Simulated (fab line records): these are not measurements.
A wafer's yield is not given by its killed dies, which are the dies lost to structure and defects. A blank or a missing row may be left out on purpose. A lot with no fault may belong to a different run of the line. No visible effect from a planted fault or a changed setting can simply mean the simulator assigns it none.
Chamber matching ; flow sky130 ; 4 sister chambers for SKY_SONOS_ONO_ETCH_15 on rie diel-01
The step etches the open film in CHF3/O2, target depth 19.52 nm, time 7.8 s. 14 wafers are shown with their chamber, then 7 later ones without.

== EACH WAFER AND ITS CHAMBER ==
wafer;chamber;drypump motor current A (A);oes product au (a.u.);throttle valve pct (%)
L075.3;2;5.5;0.991;8.813
L075.4;0;5.6;1.003;8.819
L075.5;3;5.6;1.019;8.822
L077.1;0;5.6;1.010;8.835
L077.2;3;5.6;1.029;8.837
L077.4;1;5.6;1.037;8.841
L079.2;2;5.5;1.002;8.811
L079.3;1;5.6;1.031;8.832
L079.4;0;5.6;1.009;8.826
L085.2;3;5.6;1.021;8.820
L085.4;2;5.5;1.007;8.830
L085.5;2;5.5;1.000;8.822
L086.1;1;5.6;1.026;8.822
L086.3;3;5.5;1.016;8.827

SIGNATURES (means of the wafers above)
reading;chamber 0;chamber 1;chamber 2;chamber 3;scatter within a chamber
drypump motor current A;5.600;5.600;5.500;5.575;0.0274
oes product au;1.00733;1.03133;1.00000;1.02125;0.00562
throttle valve pct;8.82667;8.83167;8.81900;8.82650;0.00844
Rule: for each reading, subtract the chamber's mean from the wafer's reading, divide by that reading's scatter and square the result; add these up over the readings and take the root, which gives the wafer's distance from the chamber. The wafer belongs to the nearest chamber; if the next one is less than 2 further off, it can't be placed. The scatter: take each reading less its chamber's mean, square it, sum over the shown wafers, divide by the number of wafers less the number of chambers, and take the root.

== WAFERS WITHOUT THEIR CHAMBER ==
wafer;drypump motor current A (A);oes product au (a.u.);throttle valve pct (%)
L086.4;5.6;1.006;8.824
L089.4;5.6;1.012;8.828
L089.5;5.6;1.006;8.830
L089.6;5.5;1.000;8.834
L090.2;5.6;1.025;8.820
L090.3;5.5;0.985;8.830
L090.5;5.6;1.019;8.826

== THE CHAMBER EACH PASSED THROUGH ==
wafer;from the rows above;in truth
L086.4;0;0
L089.4;can't be placed: 0 or 3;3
L089.5;0;0
L089.6;2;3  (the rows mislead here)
L090.2;can't be placed: 3 or 1 or 0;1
L090.3;2;2
L090.5;can't be placed: 3 or 0 or 1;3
Correctly placed: 3 of 7. Can't be placed from these rows: 3 (the true chamber is among the candidates in 3). 1 placed wrongly.
